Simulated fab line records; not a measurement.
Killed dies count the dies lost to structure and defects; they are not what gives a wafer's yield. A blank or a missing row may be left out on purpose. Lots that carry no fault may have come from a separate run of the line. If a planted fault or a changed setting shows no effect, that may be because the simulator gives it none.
fab line records -- flow sfq-line
record lots=14, wafers=42, last-day=93
route steps=325 shown I0@44 M4@158 JJ@180 M5@204
lots that met no fault: taken from a fault-free run of the same line
start-h: the number of hours between the record's first day and the start of the first shown wafer of the lot -- wait-h: time in hours since the lot's previous step -- " unchanged from the row above -- L1.1+2: a row that stands for several wafers -- - no value, or no start was given -- * or withheld: withheld -- < > ~ a bound
route shown NAME@n: names a module that has steps shown in the file, with the first one's number in the route -- usual: mean/standard deviation taken from wafers without a fault -- same: alike in all rows -- chamber/n: place in a boat -- sites: per-site readings -- _std_site: the values' standard deviation -- _edge_site: inner sites' mean taken away from outer sites' mean -- radius-mm: for every site, how far away it sits from the centre of the wafer -- mask NAME#n: copy n -- behind: the last tool/chamber to shape the wafer -- hold: reason for holding the lot/hours on hold/outcome of the hold -- device: which transistor (n, p or np) failed to switch -- end of line: tests of these same wafers at the route's end -- a step with no rows: only its recipe -- killed: dies that structure and defects cost at the first sort, which is not the same as the wafer's yield -- map: dies across one wafer; x = killed, . = not, _ = none there
set.NAME: the setting the step ran with; set.NAME@STEP: the setting that earlier step ran with -- model.NAME: the simulator's own value behind a step, which no gauge read
the route's steps for a sample of lots (tables are steps, rows are wafers)
services: a tool's chamber out of use, with start hour (start-h, from the record's first day; less than 0 if before it), hours out, and reason
## steps
# step SFQ_TRILAYER_I0_CMP_CMP_028
# recipe material=SiO2, down-force-psi=3, platen-rpm=60, pad-velocity-m-s=0.94248
# usual motor-current-A=10.5/1.2, time-to-endpoint-s=216/6.7
lot.wafer,tool,chamber,start-h,wait-h,motor-current-A,time-to-endpoint-s
L405.3,cmp-02,3,225.05,0.5,9.3,223
L405.2,cmp-02,0,225.05,0.5,11.9,224
L405.6,cmp-02,3,227.05,2.5,9.8,218
L406.4,cmp-01,2,228.66,0.0,11.3,225
L406.1,cmp-01,0,229.66,1.0,10.8,217
L406.3,cmp-01,1,229.66,1.0,10.6,216
L407.2,cmp-02,1,239.44,0.5,9.5,207
L407.3,cmp-02,2,239.44,0.5,10.2,212
L407.6,cmp-02,0,240.94,2.0,12.5,217
L412.2,cmp-02,0,284.58,2.8,12.6,220
L412.1,cmp-02,1,284.58,2.8,9.4,227
L412.5,cmp-02,3,286.08,4.3,10.0,228
L414.2,cmp-01,2,293.77,0.0,11.6,206
L414.3,cmp-01,3,293.77,0.0,8.6,211
L414.4,cmp-01,0,293.77,0.0,11.2,210
L417.4,cmp-02,0,311.77,0.0,12.8,215
L417.3,cmp-02,1,311.77,0.0,9.5,213
L417.2,cmp-02,3,313.27,1.5,9.4,204
L418.2,cmp-02,2,324.97,0.0,10.1,208
L418.4,cmp-02,0,325.97,1.0,12.5,219
L418.1,cmp-02,1,325.97,1.0,9.5,215
L421.4,cmp-01,1,356.63,0.0,10.7,216
L421.3,cmp-01,2,356.63,0.0,11.0,204
L421.5,cmp-01,1,358.63,2.0,11.1,222
L422.4,cmp-01,0,374.04,0.5,10.6,212
L422.5,cmp-01,3,375.54,2.0,8.7,212
L422.6,cmp-01,0,375.54,2.0,11.6,208
L423.3,cmp-01,1,384.97,0.5,10.9,212
L423.2,cmp-01,2,384.97,0.5,11.3,199
L423.4,cmp-01,3,384.97,0.5,8.7,212
L425.4,cmp-01,2,414.67,1.1,11.1,210
L425.2,cmp-01,3,414.67,1.1,8.9,216
L425.5,cmp-01,1,416.17,2.6,10.7,223
L426.3,cmp-02,1,426.91,0.6,9.7,219
L426.2,cmp-02,2,426.91,0.6,10.4,219
L426.1,cmp-02,3,426.91,0.6,10.8,217
L427.1,cmp-01,3,444.01,1.0,8.3,209
L427.3,cmp-01,0,444.01,1.0,10.8,208
L427.6,cmp-01,1,444.01,1.0,11.1,216
L428.3,cmp-02,0,452.20,0.0,12.6,211
L428.1,cmp-02,1,452.20,0.0,9.5,212
L428.4,cmp-02,3,453.70,1.5,10.1,217
# step SFQ_TRILAYER_I0_METRO_MEASURE_029
# usual thk-nm=200.4/0.97
lot.wafer,tool,chamber,start-h,wait-h,thk-nm
L405.2,film-metro-03,-,227.87,0.3,201.3
L405.3,film-metro-03,-,227.87,0.3,201.5
L405.6,film-metro-03,-,227.87,0.3,201.0
L406.1,film-metro-02,-,231.78,0.1,200.8
L406.3,film-metro-02,-,231.78,0.1,200.9
L406.4,film-metro-02,-,231.78,0.1,199.1
L407.2,film-metro-02,-,242.26,0.3,199.8
L407.3,film-metro-02,-,242.26,0.3,200.7
L407.6,film-metro-02,-,242.26,0.3,200.1
L412.1,film-metro-02,-,286.70,0.1,201.0
L412.2,film-metro-02,-,286.70,0.1,199.8
L412.5,film-metro-02,-,286.70,0.1,199.5
L414.2,film-metro-02,-,297.09,0.3,198.4
L414.3,film-metro-02,-,297.09,0.3,199.7
L414.4,film-metro-02,-,297.09,0.3,200.8
L417.2,film-metro-02,-,315.09,0.3,214.4
L417.3,film-metro-02,-,315.09,0.3,201.0
L417.4,film-metro-02,-,315.09,0.3,200.9
L418.1,film-metro-03,-,328.09,0.1,200.4
L418.2,film-metro-03,-,328.09,0.1,215.1
L418.4,film-metro-03,-,328.09,0.1,200.8
L421.3,film-metro-04,-,360.15,0.5,199.1
L421.4,film-metro-04,-,360.15,0.5,200.8
L421.5,film-metro-04,-,360.15,0.5,199.2
L422.4,film-metro-03,-,377.26,0.6,200.7
L422.5,film-metro-03,-,377.26,0.6,200.7
L422.6,film-metro-03,-,377.26,0.6,200.5
L423.2,film-metro-02,-,387.79,0.3,198.8
L423.3,film-metro-02,-,387.79,0.3,199.9
L423.4,film-metro-02,-,387.79,0.3,200.4
L425.2,film-metro-03,-,416.99,0.3,201.1
L425.4,film-metro-03,-,416.99,0.3,200.4
L425.5,film-metro-03,-,416.99,0.3,201.4
L426.1,film-metro-03,-,430.03,0.1,198.9
L426.2,film-metro-03,-,430.03,0.1,200.7
L426.3,film-metro-03,-,430.03,0.1,200.4
L427.1,film-metro-03,-,446.13,0.1,199.1
L427.3,film-metro-03,-,446.13,0.1,198.5
L427.6,film-metro-03,-,446.13,0.1,200.0
L428.1,film-metro-04,-,455.32,0.1,201.8
L428.3,film-metro-04,-,455.32,0.1,201.7
L428.4,film-metro-04,-,455.32,0.1,200.4
# step SFQ_TRILAYER_I0_VIA_ETCH_VIA_ETCH_034
# recipe target=SiO2, stop-on=Nb, mask-material=PR, taper-deg=20, chemistry=CHF3, target-depth-nm=260, source-w=500, bias-w=80, pressure-mtorr=30, time-s=withheld
# usual drypump-motor-current-A=5.9/0.51, oes-product-au=0.855/0.0045
lot.wafer,tool,chamber,start-h,wait-h,drypump-motor-current-A,oes-product-au
L405.2,rie-diel-03,3,333.57,0.0,4.9,0.863
L405.3,rie-diel-03,0,333.57,0.0,5.7,0.854
L405.6,rie-diel-03,0,333.57,0.0,5.7,0.852
L406.1,rie-diel-03,2,338.82,0.0,6.3,0.860
L406.3,rie-diel-03,3,338.82,0.0,4.9,0.860
L406.4,rie-diel-03,2,338.82,0.0,6.3,0.846
L407.2,rie-diel-01,3,354.42,0.0,6.6,0.859
L407.3,rie-diel-01,0,354.42,0.0,5.8,0.857
L407.6,rie-diel-01,0,354.42,0.0,5.8,0.853
L412.1,rie-diel-02,2,419.47,0.0,5.6,0.854
L412.2,rie-diel-02,3,419.47,0.0,6.1,0.856
L412.5,rie-diel-02,0,419.47,0.0,6.2,0.854
L414.2,rie-diel-01,2,440.64,0.0,5.1,0.857
L414.3,rie-diel-01,3,440.64,0.0,6.6,0.854
L414.4,rie-diel-01,0,440.64,0.0,5.8,0.857
L417.2,rie-diel-01,2,460.50,0.0,5.1,0.885
L417.3,rie-diel-01,0,460.50,0.0,5.8,0.857
L417.4,rie-diel-01,3,460.50,0.0,6.6,0.854
L418.1,rie-diel-02,0,472.50,0.0,6.2,0.856
L418.2,rie-diel-02,2,472.50,0.0,5.6,0.901
L418.4,rie-diel-02,2,472.50,0.0,5.6,0.853
L421.3,rie-diel-01,1,514.49,0.0,6.2,0.854
L421.4,rie-diel-01,0,514.49,0.0,5.8,0.857
L421.5,rie-diel-01,2,514.49,0.0,5.1,0.850
L422.4,rie-diel-01,3,535.62,0.1,6.6,0.849
L422.5,rie-diel-01,2,535.62,0.1,5.1,0.860
L422.6,rie-diel-01,0,535.62,0.1,5.8,0.860
L423.2,rie-diel-02,2,547.57,0.0,5.7,0.858
L423.3,rie-diel-02,3,547.57,0.0,6.1,0.854
L423.4,rie-diel-02,1,547.57,0.0,5.8,0.852
L425.2,rie-diel-03,2,584.76,0.0,6.3,0.853
L425.4,rie-diel-03,1,584.76,0.0,5.7,0.857
L425.5,rie-diel-03,1,584.76,0.0,5.7,0.856
L426.1,rie-diel-01,0,591.43,0.0,5.8,0.851
L426.2,rie-diel-01,3,591.43,0.0,6.6,0.862
L426.3,rie-diel-01,2,591.43,0.0,5.1,0.854
L427.1,rie-diel-01,3,603.56,0.0,6.6,0.850
L427.3,rie-diel-01,1,603.56,0.0,6.2,0.854
L427.6,rie-diel-01,1,603.56,0.0,6.2,0.851
L428.1,rie-diel-01,1,619.48,0.0,6.2,0.863
L428.3,rie-diel-01,2,619.48,0.0,5.1,0.854
L428.4,rie-diel-01,0,619.48,0.0,5.8,0.851
# step SFQ_M4_OVL_MEAS_926
# usual M4_OVL=-1/4.2
lot.wafer,tool,chamber,start-h,wait-h,M4_OVL[nm]
L405.2,overlay-02,-,962.04,0.1,-6
L405.3,overlay-02,-,962.04,0.1,-4
L405.6,overlay-02,-,962.04,0.1,-8
L406.1,overlay-01,-,975.23,0.1,-3
L406.3,overlay-01,-,975.23,0.1,-2
L406.4,overlay-01,-,975.23,0.1,-4
L407.2,overlay-02,-,1101.38,0.1,-9
L407.3,overlay-02,-,1101.38,0.1,-5
L407.6,overlay-02,-,1101.38,0.1,-3
L412.1,overlay-01,-,1243.85,0.1,-8
L412.2,overlay-01,-,1243.85,0.1,-3
L412.5,overlay-01,-,1243.85,0.1,-9
L414.2,overlay-01,-,1300.38,0.1,-1
L414.3,overlay-01,-,1300.38,0.1,-2
L414.4,overlay-01,-,1300.38,0.1,-3
L417.2,overlay-02,-,1313.58,0.1,1
L417.3,overlay-02,-,1313.58,0.1,0
L417.4,overlay-02,-,1313.58,0.1,-3
L418.1,overlay-01,-,1316.32,0.1,3
L418.2,overlay-01,-,1316.32,0.1,1
L418.4,overlay-01,-,1316.32,0.1,4
L421.3,overlay-01,-,1326.91,0.1,6
L421.4,overlay-01,-,1326.91,0.1,-4
L421.5,overlay-01,-,1326.91,0.1,0
L422.4,overlay-01,-,1329.32,0.1,-8
L422.5,overlay-01,-,1329.32,0.1,-6
L422.6,overlay-01,-,1329.32,0.1,-7
L423.2,overlay-01,-,1437.14,0.1,-2
L423.3,overlay-01,-,1437.14,0.1,-5
L423.4,overlay-01,-,1437.14,0.1,1
L425.2,overlay-01,-,1442.06,0.1,4
L425.4,overlay-01,-,1442.06,0.1,7
L425.5,overlay-01,-,1442.06,0.1,4
L426.1,overlay-02,-,1443.26,0.1,1
L426.2,overlay-02,-,1443.26,0.1,3
L426.3,overlay-02,-,1443.26,0.1,0
L427.1,overlay-02,-,1445.66,0.1,-4
L427.3,overlay-02,-,1445.66,0.1,1
L427.6,overlay-02,-,1445.66,0.1,-4
L428.1,overlay-02,-,1449.26,0.1,-7
L428.3,overlay-02,-,1449.26,0.1,-4
L428.4,overlay-02,-,1449.26,0.1,3
# step SFQ_TRILAYER_JJ_TRILAYER_DEP_SPUTTER_110
# recipe material=Al, base-pressure-pa=1.33e-06, target-thk-nm=8, power-w=500, time-s=10, chamber-pressure-pa=0.4
# usual base-pressure-pa=1.34e-06/1e-07, throttle-valve-pct=29.7/0.9
lot.wafer,tool,chamber,start-h,wait-h,base-pressure-pa,throttle-valve-pct
L405.2,pvd-sputter-03,-,1098.96,0.0,1.48e-06,30.3
L405.3,pvd-sputter-03,-,1098.96,0.0,1.39e-06,29.4
L405.6,pvd-sputter-03,-,1098.96,0.0,1.33e-06,28.2
L406.1,pvd-sputter-06,-,1100.16,0.0,1.31e-06,29.7
L406.3,pvd-sputter-06,-,1100.16,0.0,1.35e-06,28.4
L406.4,pvd-sputter-06,-,1100.16,0.0,1.45e-06,29.9
L407.2,pvd-sputter-06,-,1110.12,0.0,1.14e-06,28.6
L407.3,pvd-sputter-06,-,1110.12,0.0,1.33e-06,29.7
L407.6,pvd-sputter-06,-,1110.12,0.0,1.37e-06,29.5
L412.1,pvd-sputter-06,-,1252.56,0.0,1.45e-06,29.9
L412.2,pvd-sputter-06,-,1252.56,0.0,1.37e-06,30.8
L412.5,pvd-sputter-06,-,1252.56,0.0,1.34e-06,29.6
L414.2,pvd-sputter-04,-,1333.94,0.0,1.3e-06,29.3
L414.3,pvd-sputter-04,-,1333.94,0.0,1.33e-06,30.3
L414.4,pvd-sputter-04,-,1333.94,0.0,1.19e-06,31.3
L417.2,pvd-sputter-06,-,1337.54,0.0,1.31e-06,30.7
L417.3,pvd-sputter-06,-,1337.54,0.0,1.3e-06,29.5
L417.4,pvd-sputter-06,-,1337.54,0.0,1.39e-06,28.2
L418.1,pvd-sputter-04,-,1342.30,0.0,1.37e-06,30.3
L418.2,pvd-sputter-04,-,1342.30,0.0,1.37e-06,28.7
L418.4,pvd-sputter-04,-,1342.30,0.0,1.33e-06,29.2
L421.3,pvd-sputter-04,-,1347.10,0.0,1.31e-06,28.6
L421.4,pvd-sputter-04,-,1347.10,0.0,1.41e-06,31.4
L421.5,pvd-sputter-04,-,1347.10,0.0,1.37e-06,30.4
L422.4,pvd-sputter-06,-,1374.45,0.0,1.18e-06,28.2
L422.5,pvd-sputter-06,-,1374.45,0.0,1.65e-06,28.3
L422.6,pvd-sputter-06,-,1374.45,0.0,1.38e-06,29.6
L423.2,pvd-sputter-04,-,1446.56,0.0,1.35e-06,30.1
L423.3,pvd-sputter-04,-,1446.56,0.0,1.44e-06,31.6
L423.4,pvd-sputter-04,-,1446.56,0.0,1.35e-06,28.8
L425.2,pvd-sputter-06,-,1453.04,0.0,1.27e-06,30.8
L425.4,pvd-sputter-06,-,1453.04,0.0,1.38e-06,29.8
L425.5,pvd-sputter-06,-,1453.04,0.0,1.37e-06,29.7
L426.1,pvd-sputter-04,-,1453.83,0.0,1.23e-06,30.1
L426.2,pvd-sputter-04,-,1453.83,0.0,1.22e-06,29.2
L426.3,pvd-sputter-04,-,1453.83,0.0,1.33e-06,28.8
L427.1,pvd-sputter-03,-,1460.08,0.0,1.34e-06,28.2
L427.3,pvd-sputter-03,-,1460.08,0.0,1.23e-06,30.2
L427.6,pvd-sputter-03,-,1460.08,0.0,1.28e-06,30.0
L428.1,pvd-sputter-06,-,1466.88,0.0,1.3e-06,29.5
L428.3,pvd-sputter-06,-,1466.88,0.0,1.15e-06,30.0
L428.4,pvd-sputter-06,-,1466.88,0.0,1.31e-06,30.8
# step SFQ_M5_OVL_MEAS_932
# usual M5_OVL=2/6.6
lot.wafer,tool,chamber,start-h,wait-h,M5_OVL[nm]
L405.2,overlay-01,-,1342.51,0.1,2
L405.3,overlay-01,-,1342.51,0.1,-1
L405.6,overlay-01,-,1342.51,0.1,5
L406.1,overlay-01,-,1344.90,0.1,13
L406.3,overlay-01,-,1344.90,0.1,14
L406.4,overlay-01,-,1344.90,0.1,4
L407.2,overlay-01,-,1355.81,0.1,5
L407.3,overlay-01,-,1355.81,0.1,4
L407.6,overlay-01,-,1355.81,0.1,2
L412.1,overlay-02,-,1426.34,0.1,-10
L412.2,overlay-02,-,1426.34,0.1,-16
L412.5,overlay-02,-,1426.34,0.1,-16
L414.2,overlay-01,-,1455.42,0.1,4
L414.3,overlay-01,-,1455.42,0.1,6
L414.4,overlay-01,-,1455.42,0.1,9
L417.2,overlay-01,-,1468.22,0.1,4
L417.3,overlay-01,-,1468.22,0.1,7
L417.4,overlay-01,-,1468.22,0.1,-1
L418.1,overlay-02,-,1577.59,0.1,2
L418.2,overlay-02,-,1577.59,0.1,-7
L418.4,overlay-02,-,1577.59,0.1,-1
L421.3,overlay-01,-,1582.40,0.1,8
L421.4,overlay-01,-,1582.40,0.1,10
L421.5,overlay-01,-,1582.40,0.1,5
L422.4,overlay-01,-,1584.81,0.1,-2
L422.5,overlay-01,-,1584.81,0.1,2
L422.6,overlay-01,-,1584.81,0.1,-1
L423.2,overlay-01,-,1587.20,0.1,12
L423.3,overlay-01,-,1587.20,0.1,11
L423.4,overlay-01,-,1587.20,0.1,6
L425.2,overlay-01,-,1589.60,0.1,2
L425.4,overlay-01,-,1589.60,0.1,6
L425.5,overlay-01,-,1589.60,0.1,2
L426.1,overlay-02,-,1590.79,0.1,2
L426.2,overlay-02,-,1590.79,0.1,10
L426.3,overlay-02,-,1590.79,0.1,6
L427.1,overlay-01,-,1594.39,0.1,3
L427.3,overlay-01,-,1594.39,0.1,5
L427.6,overlay-01,-,1594.39,0.1,-2
L428.1,overlay-01,-,1597.99,0.1,4
L428.3,overlay-01,-,1597.99,0.1,-7
L428.4,overlay-01,-,1597.99,0.1,-3
## services
tool,chamber,start-h,hours,kind
cmp-02,-,210.49,0.5,repair
cmp-01,-,218.28,1.1,repair
cmp-02,-,232.06,4.0,pm
cmp-02,-,261.66,0.3,repair
pvd-sputter-06,-,265.71,9.9,repair
cmp-01,-,338.68,6.9,pm
rie-diel-01,1,343.07,6.9,repair
cmp-01,-,364.45,1.7,repair
cmp-01,-,391.55,0.3,repair
rie-diel-01,1,429.14,2.3,repair
rie-diel-01,1,495.14,6.4,repair
rie-diel-01,-,530.24,2.0,repair
rie-diel-01,2,571.62,5.3,repair
rie-diel-01,3,676.91,5.2,repair
rie-diel-01,0,687.56,1.5,repair
rie-diel-01,3,702.94,11.7,repair
rie-diel-01,-,925.61,2.8,pm
rie-diel-01,2,1008.99,132.0,repair
rie-diel-01,-,1043.32,0.7,repair
rie-diel-01,-,1291.12,2.0,repair
rie-diel-01,3,1379.51,6.3,repair
rie-diel-01,0,1398.00,3.5,repair
rie-diel-01,2,1414.37,5.4,repair
rie-diel-01,0,1453.35,4.6,repair
## key
first-sign step=SFQ_TRILAYER_I0_METRO_MEASURE_029, reading=thk-nm, direction=up, sigmas=15, usual=200.4, struck=214.8
effect step=SFQ_TRILAYER_I0_VIA_ETCH_VIA_ETCH_034, reading=oes-product-au, direction=up, sigmas=8.6, usual=0.855, struck=0.893
met-at SFQ_TRILAYER_I0_CMP_CMP_028
struck-lots L417,L418
struck-wafers L417.2,L418.2
not-acting-at SFQ_M4_OVL_MEAS_926,SFQ_TRILAYER_JJ_TRILAYER_DEP_SPUTTER_110,SFQ_M5_OVL_MEAS_932
onset-between 284.58 311.77
fault kind=process-parameter-drift, tool=cmp-02, chamber=-, onset-h=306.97, steps=SFQ_TRILAYER_I0_CMP_CMP_028, channel=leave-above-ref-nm, offset=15, shape=step, end-h=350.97, scope=struck-wafers-only, acts-in=these-recipes-only, stated=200
